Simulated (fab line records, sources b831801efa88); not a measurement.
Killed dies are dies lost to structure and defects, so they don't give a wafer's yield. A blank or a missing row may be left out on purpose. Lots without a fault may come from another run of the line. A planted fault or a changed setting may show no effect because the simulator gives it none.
fab line records | flow sky130
record lots=6 wafers=18 last_day=51
route steps=708 shown VIA3@582 METAL4@598 CAP2M@603 PAD_OPEN@708
lots that met no fault: from a run of the same line without faults
start_h: hours from the record's first day to the start of the lot's first wafer shown | wait_h: hours since the lot's step before | " the same as in the row above | L1.1+2: a row that stands for several wafers | - no value, or no start given | * or withheld: withheld | < > ~ a bound
route shown NAME@n: a module of which the file shows steps, and the number in the route of the first | usual: mean/standard deviation of fault-free wafers | same: alike in all rows | chamber/n: place in a boat | sites: the reading at each site | _std_site: their standard deviation | _edge_site: outer sites' mean less inner sites' | radius_mm: how far each site lies from the wafer's centre | mask NAME#n: copy n | behind: the tool/chamber that last shaped the wafer | hold: why the lot was held/for how many hours/how that ended | device: the transistor (n, p or np) that didn't switch | end of line: the same wafers' tests at the end of the route | a step without rows: its recipe alone | killed: dies lost to structure and defects at the first sort, not the wafer's yield | map: a wafer's dies, x killed, . not, _ none there
set.NAME: the setting as run; set.NAME@STEP: as run at that earlier step | model.NAME: the simulator's own value behind a step, which no gauge read
lots at some steps of the route; a table a step, a row a wafer
services: from which hour (start_h, from the record's first day; less than 0 if before it) a tool's chamber was out of use, for how many hours, and why
## steps
# step SKY_VIA3_EXPOSE_09
# recipe mask_id=VIM3 na=0.8 source_shape=annular sigma_inner=0.55 sigma_outer=0.85 target_cd_nm=200 dose_mj=38
# step SKY_VIA3_PEB_10
# recipe peb_temp_c=withheld peb_time_s=withheld resist=KrF-thick
# step SKY_VIA3_DEVELOP_11
# recipe develop_time_s=60 resist=KrF-thick dev_temp_c=21
# step SKY_VIA3_CD_MEAS_12
# recipe target_cd_nm=200
# usual cd_nm=200.4/1.4
# columns lot.wafer tool chamber start_h wait_h cd_nm
L959.1 cd_sem-01 - 990.84 - 203.1
L959.2 " - " " 201.7
L959.3 " - " " 202.0
L961.1 cd_sem-01 - 1009.06 - 202.4
L961.2 " - " " 201.7
L961.5 " - " " 201.9
L968.1 cd_sem-01 - 1052.56 - 198.6
L968.4 " - " " 199.3
L968.5 " - " " 200.3
L972.1 cd_sem-01 - 1076.71 - 199.2
L972.3 " - " " 198.3
L972.6 " - " " 199.2
L973.2 cd_sem-01 - 1079.86 - 202.6
L973.3 " - " " 201.3
L973.5 " - " " 201.2
L976.1 cd_sem-01 - 1101.13 - 199.7
L976.3 " - " " 200.2
L976.5 " - " " 199.5
# step SKY_VIA3_OVL_MEAS_13
# usual VIA3_OVL=-3/6.1
# columns lot.wafer tool chamber start_h wait_h VIA3_OVL[nm]
L959.1 overlay-02 - 990.96 0.1 10
L959.2 " - " " 0
L959.3 " - " " 7
L961.1 overlay-01 - 1009.18 0.1 -3
L961.2 " - " " -1
L961.5 " - " " -3
L968.1 overlay-01 - 1052.68 0.1 1
L968.4 " - " " 4
L968.5 " - " " -2
L972.1 overlay-02 - 1076.83 0.1 11
L972.3 " - " " 7
L972.6 " - " " 4
L973.2 overlay-01 - 1079.97 0.1 2
L973.3 " - " " 5
L973.5 " - " " -7
L976.1 overlay-01 - 1101.25 0.1 -1
L976.3 " - " " 4
L976.5 " - " " 4
# step SKY_VIA3_ETCH_14
# recipe chemistry=N2/H2 target=BARC ion_energy_ev=200 source_w=500 bias_w=100 pressure_mtorr=30 n2_flow_sccm=100 h2_flow_sccm=200 stop_on=SiO2 time_s=45.9 target_depth_a=600
# step SKY_VIA3_ETCH_15
# recipe target=SiO2 chemistry=C4F8/O2/Ar target_depth_nm=507 stop_on=TiN mask_material=KrF-thick source_w=1500 bias_w=1200 pressure_mtorr=40 c4f8_flow_sccm=withheld O2_flow_sccm=6 Ar_flow_sccm=300 time_s=78
# step SKY_VIA3_STRIP_16
# recipe chemistry=O2/N2 power_w=1400 pressure_mtorr=1500 platen_temp_c=withheld o2_flow_sccm=3000 n2_flow_sccm=300 overash_fraction=0.5
# step SKY_VIA3_STRIP_17
# recipe chemistry=post_etch_residue_remover time_s=1200 temp_c=72.5
# step SKY_VIA3_CLEAN_18
# recipe chemistry=IPA time_s=180 temp_c=25
# step SKY_VIA3_CLEAN_19
# recipe chemistry=O3/DIW dry=n2_spin
# step SKY_VIA3_SPUTTER_20
# recipe material=TiN target_thk_nm=20 chamber_pressure_pa=5 power_w=4000 time_s=80
# step SKY_VIA3_CVD_21
# recipe material=W target_thk_nm=390 time_s=117.31 temp_c=400 pressure_torr=40
# usual heater_power_w=872/96
# columns lot.wafer tool chamber start_h wait_h heater_power_w
L959.1 cvd_w-02 1 991.75 0.0 941
L959.2 " 0 " " 762
L959.3 " 1 " " 893
L961.1 cvd_w-02 1 1009.97 0.0 885
L961.2 " 0 " " 760
L961.5 " 0 " " 784
L968.1 cvd_w-01 0 1053.48 0.0 803
L968.4 " 0 " " 786
L968.5 " 0 " " 772
L972.1 cvd_w-01 0 1077.69 0.0 796
L972.3 " 1 " " 1028
L972.6 " 1 " " 1008
L973.2 cvd_w-01 0 1080.82 0.0 791
L973.3 " 1 " " 1026
L973.5 " 1 " " 1008
L976.1 cvd_w-02 1 1102.06 0.0 924
L976.3 " 1 " " 917
L976.5 " 1 " " 928
# step SKY_VIA3_RS_MEAS_22
# recipe thk_meas_gauge=four-point-probe reads=W_of_VIA3_CVD_21+TiN_of_VIA3_SPUTTER_20
# usual VIA3_W_RS=0.295/0.0036
# columns lot.wafer tool chamber start_h wait_h VIA3_W_RS[ohm/sq]
L959.1 film_metro-03 - 991.87 0.1 0.298
L959.2 " - " " 0.292
L959.3 " - " " 0.291
L961.1 film_metro-01 - 1010.09 0.1 0.296
L961.2 " - " " 0.297
L961.5 " - " " 0.296
L968.1 film_metro-01 - 1053.60 0.1 0.298
L968.4 " - " " 0.299
L968.5 " - " " 0.296
L972.1 film_metro-01 - 1077.81 0.1 0.299
L972.3 " - " " 0.291
L972.6 " - " " 0.293
L973.2 film_metro-04 - 1080.97 0.1 0.297
L973.3 " - " " 0.287
L973.5 " - " " 0.294
L976.1 film_metro-04 - 1102.18 0.1 0.302
L976.3 " - " " 0.305
L976.5 " - " " 0.302
# step SKY_VIA3_THK_MEAS_23
# recipe thk_meas_gauge=xrf reads=W_of_VIA3_CVD_21
# usual VIA3_W_THK=395/6.9
# columns lot.wafer tool chamber start_h wait_h VIA3_W_THK[nm]
L959.1 film_metro-03 - 991.99 0.1 389
L959.2 " - " " 398
L959.3 " - " " 400
L961.1 film_metro-01 - 1010.21 0.1 395
L961.2 " - " " 394
L961.5 " - " " 393
L968.1 film_metro-01 - 1053.72 0.1 391
L968.4 " - " " 393
L968.5 " - " " 392
L972.1 film_metro-01 - 1077.93 0.1 396
L972.3 " - " " 404
L972.6 " - " " 400
L973.2 film_metro-04 - 1081.08 0.1 388
L973.3 " - " " 399
L973.5 " - " " 387
L976.1 film_metro-04 - 1102.30 0.1 379
L976.3 " - " " 379
L976.5 " - " " 381
# step SKY_VIA3_CMP_24
# recipe stop_on=SiO2 t_overpolish_s=20 down_force_psi=3.5 platen_rpm=60 target_thk_nm=0 pad_velocity_m_s=0.94248
# usual head_pressure_psi=3.499/0.0077 motor_current_A=11.0/1 overpolish_run_s=20.001/0.0086 time_to_endpoint_s=94/4.4
# columns lot.wafer tool chamber start_h wait_h head_pressure_psi motor_current_A overpolish_run_s time_to_endpoint_s
L959.3 cmp-01 1 992.28 0.3 3.495 10.1 20.002 97
L959.2 " 2 " " 3.492 13.5 20.002 97
L959.1 " 3 " " 3.509 10.7 20.018 91
L961.1 cmp-02 0 1010.32 0.1 3.505 12.1 20.001 97
L961.2 " 2 " " 3.497 10.4 20.005 93
L961.5 " 3 " " 3.498 10.9 20.016 97
L968.1 cmp-02 1 1053.88 0.1 3.495 10.2 20.002 99
L968.4 " 2 " " 3.507 10.1 19.992 98
L968.5 " 3 " " 3.505 11.1 19.994 102
L972.1 cmp-01 3 1077.99 0.1 3.486 10.8 19.997 85
L972.3 " 0 " " 3.479 10.4 20.021 91
L972.6 " 3 " " 3.497 10.7 20.022 90
L973.2 cmp-01 2 1081.18 0.1 3.502 12.7 20.002 94
L973.3 " 0 " " 3.494 10.9 20.003 93
L973.5 " 1 " " 3.492 10.3 20.010 95
L976.3 cmp-02 3 1102.41 0.1 3.491 10.4 20.010 93
L976.1 " 0 " " 3.496 10.9 20.003 94
L976.5 " 2 " " 3.500 10.3 20.009 93
# step SKY_METAL4_SPUTTER_00
# recipe material=Ti target_thk_nm=15 power_w=3000 time_s=10 chamber_pressure_pa=0.4
# usual throttle_valve_pct=29.9/1.2
# columns lot.wafer tool chamber start_h wait_h throttle_valve_pct
L959.1 pvd_sputter-03 - 992.53 0.1 31.5
L959.2 " - " " 29.8
L959.3 " - " " 28.9
L961.1 pvd_sputter-01 - 1010.57 0.2 28.7
L961.2 " - " " 31.2
L961.5 " - " " 30.6
L968.1 pvd_sputter-01 - 1054.08 0.1 29.3
L968.4 " - " " 28.7
L968.5 " - " " 31.2
L972.1 pvd_sputter-03 - 1078.29 0.2 28.5
L972.3 " - " " 27.9
L972.6 " - " " 29.6
L973.2 pvd_sputter-03 - 1081.43 0.2 27.4
L973.3 " - " " 28.6
L973.5 " - " " 29.7
L976.1 pvd_sputter-03 - 1102.66 0.1 27.4
L976.3 " - " " 31.4
L976.5 " - " " 31.0
# step SKY_METAL4_SPUTTER_01
# recipe material=TiN target_thk_nm=20 power_w=6500 time_s=16.7 chamber_pressure_pa=0.4
# usual throttle_valve_pct=29.9/1.2
# columns lot.wafer tool chamber start_h wait_h throttle_valve_pct
L959.1 pvd_sputter-03 - 992.55 0.0 31.3
L959.2 " - " " 29.8
L959.3 " - " " 28.4
L961.1 pvd_sputter-01 - 1010.60 0.0 28.6
L961.2 " - " " 31.4
L961.5 " - " " 30.4
L968.1 pvd_sputter-01 - 1054.10 0.0 29.4
L968.4 " - " " 28.9
L968.5 " - " " 31.4
L972.1 pvd_sputter-03 - 1078.31 0.0 28.7
L972.3 " - " " 27.4
L972.6 " - " " 29.4
L973.2 pvd_sputter-03 - 1081.45 0.0 27.5
L973.3 " - " " 28.5
L973.5 " - " " 29.4
L976.1 pvd_sputter-03 - 1102.68 0.0 27.4
L976.3 " - " " 31.0
L976.5 " - " " 31.0
# step SKY_METAL4_SPUTTER_02
# recipe material=AlCu target_thk_nm=735 power_w=10600 time_s=39.64 chamber_pressure_pa=0.4
# usual throttle_valve_pct=29.9/1.2
# columns lot.wafer tool chamber start_h wait_h throttle_valve_pct
L959.1 pvd_sputter-03 - 992.58 0.0 30.9
L959.2 " - " " 29.4
L959.3 " - " " 28.5
L961.1 pvd_sputter-01 - 1010.62 0.0 28.5
L961.2 " - " " 31.4
L961.5 " - " " 30.7
L968.1 pvd_sputter-01 - 1054.13 0.0 29.4
L968.4 " - " " 28.5
L968.5 " - " " 31.3
L972.1 pvd_sputter-03 - 1078.34 0.0 28.5
L972.3 " - " " 27.6
L972.6 " - " " 29.6
L973.2 pvd_sputter-03 - 1081.48 0.0 27.4
L973.3 " - " " 28.5
L973.5 " - " " 29.6
L976.1 pvd_sputter-03 - 1102.71 0.0 27.7
L976.3 " - " " 31.0
L976.5 " - " " 31.1
# step SKY_METAL4_SPUTTER_03
# recipe material=Ti target_thk_nm=5 power_w=3000 time_s=3.3 chamber_pressure_pa=0.4
# step SKY_METAL4_SPUTTER_04
# recipe material=TiN target_thk_nm=70 power_w=6500 time_s=58.3 chamber_pressure_pa=0.4
# step SKY_CAP2M_CVD_00
# recipe material=SiO2 target_thk_nm=15.5 temp_c=400 time_s=withheld rf_w=450
# step SKY_CAP2M_THK_MEAS_01
# recipe reads=SiO2_of_CAP2M_CVD_00
# usual CAP2M_CVD_00_THK=15.41/0.24
# columns lot.wafer tool chamber start_h wait_h CAP2M_CVD_00_THK[nm]
L959.1 film_metro-01 - 992.71 - 15.16
L959.2 " - " " 15.21
L959.3 " - " " 15.10
L961.1 film_metro-03 - 1010.76 - 15.18
L961.2 " - " " 15.07
L961.5 " - " " 15.29
L968.1 film_metro-03 - 1054.26 - 15.53
L968.4 " - " " 15.50
L968.5 " - " " 15.54
L972.1 film_metro-01 - 1078.46 - 14.91
L972.3 " - " " 14.69
L972.6 " - " " 15.05
L973.2 film_metro-02 - 1081.61 - 15.38
L973.3 " - " " 15.29
L973.5 " - " " 15.69
L976.1 film_metro-02 - 1102.84 - 15.38
L976.3 " - " " 15.21
L976.5 " - " " 15.42
# step SKY_CAP2M_SPUTTER_02
# recipe material=TiN target_thk_nm=200 temp_c=300 power_w=6500 time_s=166.7 chamber_pressure_pa=0.4
# step SKY_CAP2M_RS_MEAS_03
# recipe thk_meas_gauge=four-point-probe reads=TiN_of_CAP2M_SPUTTER_02
# usual CAP2M_TIN_RS=6.94/0.11
# columns lot.wafer tool chamber start_h wait_h CAP2M_TIN_RS[ohm/sq]
L959.1 film_metro-03 - 992.88 0.1 7.23
L959.2 " - " " 7.08
L959.3 " - " " 7.05
L961.1 film_metro-01 - 1010.93 0.1 6.92
L961.2 " - " " 6.89
L961.5 " - " " 7.12
L968.1 film_metro-01 - 1054.43 0.1 7.06
L968.4 " - " " 7.06
L968.5 " - " " 7.04
L972.1 film_metro-02 - 1078.63 0.1 6.87
L972.3 " - " " 6.91
L972.6 " - " " 6.83
L973.2 film_metro-02 - 1081.79 0.1 6.90
L973.3 " - " " 6.90
L973.5 " - " " 6.89
L976.1 film_metro-02 - 1103.03 0.1 6.82
L976.3 " - " " 6.76
L976.5 " - " " 6.75
# step SKY_CAP2M_THK_MEAS_04
# recipe thk_meas_gauge=xrf reads=TiN_of_CAP2M_SPUTTER_02
# usual CAP2M_TIN_THK=200.0/3
# columns lot.wafer tool chamber start_h wait_h CAP2M_TIN_THK[nm]
L959.1 film_metro-03 - 993.00 0.1 192.7
L959.2 " - " " 196.9
L959.3 " - " " 197.1
L961.1 film_metro-01 - 1011.05 0.1 199.3
L961.2 " - " " 200.4
L961.5 " - " " 194.1
L968.1 film_metro-01 - 1054.55 0.1 196.8
L968.4 " - " " 196.7
L968.5 " - " " 197.2
L972.1 film_metro-02 - 1078.75 0.1 202.8
L972.3 " - " " 202.9
L972.6 " - " " 204.1
L973.2 film_metro-02 - 1081.90 0.1 201.0
L973.3 " - " " 200.5
L973.5 " - " " 201.1
L976.1 film_metro-02 - 1103.15 0.1 203.0
L976.3 " - " " 205.0
L976.5 " - " " 204.7
# step SKY_CAP2M_DEHYDRATE_05
# recipe temp_c=200 time_s=60
# step SKY_CAP2M_HMDS_06
# recipe prime_time_s=60 prime_temp_c=120
# step SKY_CAP2M_COAT_07
# recipe resist=NOVOLAK spin_rpm=3000 resist_thk_nm=1140
# step SKY_CAP2M_SOFTBAKE_08
# recipe temp_c=90 time_s=60 resist=NOVOLAK
# step SKY_CAP2M_EXPOSE_09
# recipe mask_id=CAP2M na=0.6 source_shape=conventional sigma_outer=0.6 polarization=unpolarized target_cd_nm=1000 dose_mj=159
# step SKY_CAP2M_PEB_10
# recipe temp_c=withheld time_s=* resist=NOVOLAK
# step SKY_CAP2M_DEVELOP_11
# recipe resist=NOVOLAK developer=TMAH develop_time_s=60 dev_temp_c=23
# step SKY_CAP2M_OVL_MEAS_12
# usual CAP2M_OVL=0.6/1.3
# columns lot.wafer tool chamber start_h wait_h CAP2M_OVL[nm]
L959.1 overlay-01 - 1016.14 0.1 2.1
L959.2 " - " " -1.3
L959.3 " - " " 0.5
L961.1 overlay-02 - 1034.57 0.1 1.3
L961.2 " - " " 0.1
L961.5 " - " " 1.6
L968.1 overlay-01 - 1074.99 0.1 2.0
L968.4 " - " " 0.5
L968.5 " - " " 1.4
L972.1 overlay-02 - 1099.91 0.1 2.0
L972.3 " - " " 1.5
L972.6 " - " " -0.1
L973.2 overlay-01 - 1102.70 0.1 1.1
L973.3 " - " " 1.4
L973.5 " - " " 2.8
L976.1 overlay-02 - 1123.27 0.1 0.6
L976.3 " - " " 2.9
L976.5 " - " " 3.0
# step SKY_CAP2M_METAL_ETCH_13
# recipe target_depth_nm=220 stop_on=SiO2 chemistry=Cl2/BCl3 target=TiN pressure_mtorr=10 icp_w=900 bias_w=48.5 Cl2_flow_sccm=60 bcl3_flow_sccm=30 time_s=62.9
# step SKY_CAP2M_STRIP_14
# recipe chemistry=O2/N2 power_w=1400 pressure_mtorr=1500 platen_temp_c=withheld o2_flow_sccm=3000 n2_flow_sccm=300 overash_fraction=0.5
# usual drypump_motor_current_A=5.6/0.31 oes_product_au=0.710/0.0045 strip_time_to_endpoint_s=12.65/0.052
# columns lot.wafer tool chamber start_h wait_h drypump_motor_current_A oes_product_au rf_hours_counter_h strip_time_to_endpoint_s
L959.1 plasma_asher-04 0 1016.25 0.1 5.2 0.707 56 12.56
L959.2 " 1 " " 5.8 0.714 56 12.60
L959.3 " 1 " " 5.8 0.710 - 12.63
L961.1 plasma_asher-03 0 1034.68 0.1 5.3 0.709 88 12.76
L961.2 " 1 " " 5.6 0.710 88 12.76
L961.5 " 0 " " 5.3 0.713 - 12.81
L968.1 plasma_asher-04 1 1075.10 0.1 5.8 0.713 63 12.58
L968.4 " 1 " " 5.8 0.703 - 12.61
L968.5 " 0 " " 5.2 0.710 - 12.57
L972.1 plasma_asher-04 0 1100.02 0.1 5.2 0.708 66 12.55
L972.3 " 0 " " 5.2 0.706 - 12.62
L972.6 " 0 " " 5.2 0.710 - 12.56
L973.2 plasma_asher-04 0 1102.80 0.1 5.2 0.715 67 12.62
L973.3 " 0 " " 5.2 0.713 - 12.64
L973.5 " 0 " " 5.1 0.708 - 12.67
L976.1 plasma_asher-04 0 1123.38 0.1 5.2 0.712 69 12.71
L976.3 " 1 " " 5.9 0.701 - 12.71
L976.5 " 0 " " 5.2 0.711 - 12.67
# step SKY_CAP2M_STRIP_15
# recipe chemistry=post_etch_residue_remover time_s=1200 temp_c=72.5
# step SKY_CAP2M_CLEAN_16
# recipe chemistry=IPA time_s=180 temp_c=25
# step SKY_CAP2M_CLEAN_17
# recipe chemistry=O3/DIW dry=n2_spin
# step SKY_METAL4_DEHYDRATE_05
# recipe temp_c=200 time_s=60
# step SKY_METAL4_HMDS_06
# recipe prime_time_s=60 prime_temp_c=120
# step SKY_METAL4_COAT_07
# recipe resist=BARC temp_c=withheld time_s=withheld spin_rpm=3000 resist_thk_nm=59.38
# step SKY_PAD_OPEN_PROBE_99
# usual defect_limited_yield=82.7/1.9 killed_at_M0_to_M3=43/7.3 killed_at_M4_up=3.2/1.9 killed_at_contacts=24/5.5 killed_at_front_end=15/4.7 killed_at_other=0.5/0.75 killed_dies=85/9.5 killed_on_rim=17/3.8 killed_open=46/7 killed_short=38/7.4 sort_bin_3_pad_short=0.9/0.43 sort_bin_5_function=10.1/1.4 sort_bin_6_memory=6.3/1 sort_bin_8_speed=0.2/0.37 sort_n_pass=406/9.4 sort_yield_pct=82.5/1.9
# same gross_dies=492 killed_at_back_side=0 sort_bin_4_leakage[%]=0
# columns lot.wafer tool chamber start_h wait_h defect_limited_yield[%] killed_at_M0_to_M3 killed_at_M4_up killed_at_contacts killed_at_front_end killed_at_other killed_dies killed_on_rim killed_open killed_short sort_bin_3_pad_short[%] sort_bin_5_function[%] sort_bin_6_memory[%] sort_bin_8_speed[%] sort_n_pass sort_yield_pct[%] model.etest.tester.sort_n_pass model.etest.tester.sort_yield_pct model.etest.tester.sort_bin_5_pct model.etest.tester.sort_bin_3_pct
L959.1 prober-01 - 1133.35 0.1 76.0 75 3 29 11 0 118 26 47 38 1.8 14.6 7.5 0.6 371 75.4 371 75.41 14.63 1.829
L959.2 prober-01 - 1133.40 0.1 87.4 29 3 23 7 0 62 14 41 21 0 7.5 5.1 0.2 429 87.2 429 87.2 7.52 0
L959.3 prober-01 - 1133.45 0.2 76.2 74 2 23 18 0 117 29 42 39 2.0 14.0 7.7 0.8 371 75.4 371 75.41 14.02 2.033
L961.1 prober-01 - 1150.04 0.1 75.8 78 2 22 17 0 119 30 48 36 2.8 14.6 6.7 0.2 372 75.6 372 75.61 14.63 2.846
L961.2 prober-01 - 1150.09 0.1 83.9 32 2 21 23 1 79 19 35 42 0.6 9.6 5.9 0.2 412 83.7 412 83.74 9.553 0.6098
L961.5 prober-01 - 1150.24 0.2 85.8 34 1 21 14 0 70 10 46 24 0.8 8.1 5.3 0.2 421 85.6 421 85.57 8.13 0.813
L968.1 prober-02 - 1180.77 0.1 84.1 34 2 22 20 0 78 17 42 36 0.8 9.3 5.7 1.4 407 82.7 407 82.72 9.35 0.813
L968.4 prober-02 - 1180.92 0.2 84.1 34 1 26 17 0 78 15 50 27 0.4 8.3 7.1 0 414 84.1 414 84.15 8.333 0.4065
L968.5 prober-02 - 1180.97 0.2 86.4 35 1 20 11 0 67 10 34 33 0.8 8.7 4.1 2.4 413 83.9 413 83.94 8.74 0.813
L972.1 prober-01 - 1201.84 0.1 83.3 43 3 22 14 0 82 14 44 37 0.6 10.4 5.7 0.4 408 82.9 408 82.93 10.37 0.6098
L972.3 prober-01 - 1201.94 0.2 83.9 39 2 24 14 0 79 9 51 27 0.4 11.8 3.9 0 413 83.9 413 83.94 11.79 0.4065
L972.6 prober-01 - 1202.09 0.2 81.5 41 7 24 18 1 91 22 41 50 0.8 9.1 8.5 0 401 81.5 401 81.5 9.146 0.813
L973.2 prober-02 - 1203.04 0.1 83.1 48 0 25 10 0 83 15 36 47 1.4 10.2 5.3 0.4 407 82.7 407 82.72 10.16 1.423
L973.3 prober-02 - 1203.09 0.2 79.5 69 2 22 8 0 101 19 45 56 1.8 13.4 5.3 0 391 79.5 391 79.47 13.41 1.829
L973.5 prober-02 - 1203.19 0.2 82.3 48 4 22 13 0 87 16 52 34 0.6 8.9 8.1 0.2 404 82.1 404 82.11 8.943 0.6098
L976.1 prober-02 - 1217.88 0.1 82.7 40 0 33 11 1 85 24 54 31 0.6 9.1 7.5 0.2 406 82.5 406 82.52 9.146 0.6098
L976.3 prober-02 - 1217.98 0.2 84.6 45 2 18 10 1 76 13 40 35 0.8 9.8 4.9 0.8 412 83.7 412 83.74 9.756 0.813
L976.5 prober-02 - 1218.08 0.2 82.5 42 2 25 17 0 86 12 43 43 0.4 11.2 5.9 0.4 404 82.1 404 82.11 11.18 0.4065
# killed by level:class
L959.1 VIA3:unspecified=32 VIA1:geometric_particle:short=10 CONTACT:geometric_particle:open=9 VIA2:geometric_particle:open=8 VIA3:geometric_particle:open=8 VIA1:geometric_particle:open=7 LI_CONTACT:geometric_particle:open=6 CONTACT:geometric_particle:short=6
L959.2 LI_CONTACT:geometric_particle:open=10 VIA1:geometric_particle:open=10 CONTACT:geometric_particle:short=5 VIA2:geometric_particle:open=5 METAL2:geometric_particle:short=4 VIA3:geometric_particle:open=4 POLY_GATE:geometric_particle:open=3 CONTACT:geometric_particle:open=3
L959.3 VIA3:unspecified=35 CONTACT:geometric_particle:open=10 VIA1:geometric_particle:open=10 METAL2:geometric_particle:short=8 FIELD_ISO:geometric_particle:short=6 VIA2:geometric_particle:open=6 METAL1:geometric_particle:short=6 LI_CONTACT:geometric_particle:open=4
L961.1 VIA3:unspecified=34 VIA1:geometric_particle:open=11 LI_CONTACT:geometric_particle:open=8 CONTACT:geometric_particle:open=6 METAL1:geometric_particle:short=6 VIA2:geometric_particle:open=6 FIELD_ISO:geometric_particle:open=5 VIA2:geometric_particle:short=5
L961.2 POLY_GATE:geometric_particle:short=9 CONTACT:geometric_particle:open=9 LI_CONTACT:geometric_particle:open=7 VIA3:geometric_particle:short=6 FIELD_ISO:geometric_particle:short=5 VIA1:geometric_particle:open=5 VIA2:geometric_particle:open=5 LOCAL_INTERCONNECT:geometric_particle:short=4
L961.5 FIELD_ISO:geometric_particle:open=9 VIA1:geometric_particle:open=9 CONTACT:geometric_particle:open=7 LI_CONTACT:geometric_particle:open=7 VIA3:geometric_particle:open=6 VIA1:geometric_particle:short=5 METAL1:geometric_particle:short=4 VIA2:geometric_particle:open=4
L968.1 CONTACT:geometric_particle:open=9 POLY_GATE:geometric_particle:short=7 LI_CONTACT:geometric_particle:open=7 VIA1:geometric_particle:open=7 POLY_GATE:geometric_particle:open=5 VIA1:geometric_particle:short=5 METAL1:geometric_particle:short=4 VIA2:geometric_particle:open=4
L968.4 CONTACT:geometric_particle:open=10 VIA1:geometric_particle:open=9 LI_CONTACT:geometric_particle:open=6 LOCAL_INTERCONNECT:geometric_particle:short=6 VIA3:geometric_particle:open=6 POLY_GATE:geometric_particle:open=5 FIELD_ISO:geometric_particle:open=4 CONTACT:geometric_particle:short=4
L968.5 CONTACT:geometric_particle:open=8 VIA2:geometric_particle:open=8 METAL1:geometric_particle:short=7 LI_CONTACT:geometric_particle:open=5 VIA1:geometric_particle:open=5 FIELD_ISO:geometric_particle:short=4 METAL2:geometric_particle:short=4 POLY_GATE:geometric_particle:open=3
L972.1 VIA2:geometric_particle:open=9 LI_CONTACT:geometric_particle:open=8 CONTACT:geometric_particle:open=8 VIA1:geometric_particle:open=8 METAL3:geometric_particle:short=7 FIELD_ISO:geometric_particle:short=5 VIA3:geometric_particle:open=5 CONTACT:geometric_particle:short=4
L972.3 LI_CONTACT:geometric_particle:open=11 VIA1:geometric_particle:open=9 VIA3:geometric_particle:open=9 CONTACT:geometric_particle:open=6 VIA2:geometric_particle:open=6 METAL1:geometric_particle:short=5 FIELD_ISO:geometric_particle:open=3 FIELD_ISO:geometric_particle:short=3
L972.6 VIA1:geometric_particle:open=10 LI_CONTACT:geometric_particle:open=8 VIA1:geometric_particle:short=7 VIA3:geometric_particle:open=6 METAL1:geometric_particle:short=5 LOCAL_INTERCONNECT:geometric_particle:short=5 METAL4:geometric_particle:short=5 POLY_GATE:geometric_particle:short=4
L973.2 CONTACT:geometric_particle:open=9 VIA3:geometric_particle:short=7 METAL1:geometric_particle:short=7 CONTACT:geometric_particle:short=6 VIA1:geometric_particle:short=6 VIA1:geometric_particle:open=6 METAL2:geometric_particle:short=6 VIA3:geometric_particle:open=5
L973.3 VIA1:geometric_particle:open=24 METAL2:geometric_particle:short=12 METAL1:geometric_particle:short=11 VIA1:geometric_particle:short=9 CONTACT:geometric_particle:open=6 LOCAL_INTERCONNECT:geometric_particle:short=5 CONTACT:geometric_particle:short=4 VIA3:geometric_particle:open=4
L973.5 CONTACT:geometric_particle:open=11 VIA1:geometric_particle:open=11 VIA3:geometric_particle:open=8 METAL2:geometric_particle:short=6 VIA2:geometric_particle:open=6 LOCAL_INTERCONNECT:geometric_particle:short=5 FIELD_ISO:geometric_particle:short=4 LI_CONTACT:geometric_particle:open=4
L976.1 CONTACT:geometric_particle:open=12 VIA1:geometric_particle:open=11 CONTACT:geometric_particle:short=10 VIA2:geometric_particle:open=9 VIA3:geometric_particle:open=7 LI_CONTACT:geometric_particle:open=6 LOCAL_INTERCONNECT:geometric_particle:short=4 FIELD_ISO:geometric_particle:short=3
L976.3 CONTACT:geometric_particle:open=9 VIA2:geometric_particle:open=7 VIA3:geometric_particle:open=6 VIA1:geometric_particle:open=5 METAL1:geometric_particle:short=5 VIA1:geometric_particle:short=5 FIELD_ISO:geometric_particle:open=4 METAL2:geometric_particle:short=4
L976.5 FIELD_ISO:geometric_particle:short=8 VIA1:geometric_particle:open=8 CONTACT:geometric_particle:open=7 VIA3:geometric_particle:open=7 METAL1:geometric_particle:short=7 CONTACT:geometric_particle:short=6 LI_CONTACT:geometric_particle:open=5 METAL2:geometric_particle:short=5
# map L959.1 (x killed, . not)
__________.xxxxxxxxx_________
________.xx.xxxxxxxx.x_______
______......xxxxxxx..x.._____
_____.x.....x.xxxxx......____
____....x.x...x.x.........___
___.....x.....x............__
__......x.x.x....x......x..._
_.xx........x.......x.......x
_.....x.x.....x.x..x........x
_.....x.......xx.............
_..xx......x.x..x......xxx...
_..x........xx.............x.
_xxx.xx.....x.x.........x.xx.
_........x.x....xx.......x...
_...x..........xx.....x.x....
__...x..xx...x........x....._
___.xx.............x......x__
____...x.x....xx....x.....___
_____...x..........x....x____
______xx.x.....x........_____
________.x.x.x...x...._______
__________.......x.._________
# map L961.1 (x killed, . not)
__________xxxxxxxxxx_________
________..xxxxxxxxxxxx_______
______......xxxxxxx.xx.._____
_____.x.x.xxxxx.x.x......____
____x..xx.........x...xx.x___
___.............x.......x..__
__.x....x.....xx.....x..x..._
_x.....x....x....x..x..x.....
_........x......xx......xxx..
_......x.x..xxx......x.x....x
_xxx........x................
_.........x.x................
_x......x.........x...x....x.
_...........x.x....x..x...x..
_xx...x...x........x.........
__..x.............x......x.x_
___.xx..x.........x..x..x..__
____...x......x..x........___
_____.........x.....x....____
______......xx.....x..x._____
________.......xx....._______
__________x.x......._________
## services
# columns tool chamber start_h hours kind
cmp-02 - 973.31 0.6 repair
cmp-02 - 976.40 17.1 pm
pvd_sputter-03 3 1000.43 - consumable_replace:kit
pvd_sputter-03 3 1000.43 18.0 scheduled_down
pvd_sputter-03 3 1000.43 18.0 vent_cycle
pvd_sputter-03 - 1009.19 7.6 repair
cmp-01 - 1050.74 1.8 repair
cmp-02 - 1060.83 4.2 pm
cmp-01 - 1063.08 0.2 repair
plasma_asher-03 - 1077.42 73.7 repair
pvd_sputter-01 1 1083.67 - consumable_replace:kit
pvd_sputter-01 1 1083.67 18.0 scheduled_down
pvd_sputter-01 1 1083.67 18.0 vent_cycle
cmp-02 - 1084.00 4.0 pm
cmp-02 - 1088.00 - consumable_replace:conditioner
cmp-02 - 1088.00 - consumable_replace:pad
cmp-02 - 1100.10 1.1 repair
pvd_sputter-01 - 1104.77 2.7 repair
## key
first_sign step=SKY_PAD_OPEN_PROBE_99 reading=killed_at_M0_to_M3 direction=up sigmas=4.5 usual=43 struck=76
effect step=SKY_PAD_OPEN_PROBE_99 reading=sort_n_pass direction=down sigmas=3.7 usual=406 struck=371
model_effect step=SKY_PAD_OPEN_PROBE_99 value=etest.tester.sort_n_pass without=400.3 struck=371.3
met_at SKY_VIA3_CVD_21
struck_wafers L959.1,L959.3,L961.1
fault kind=chamber_particle_source tool=cvd_w-02 chamber=1 onset_h=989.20 steps=SKY_VIA3_CVD_21 rate_per_visit_cm2=0.84677 end_h=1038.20
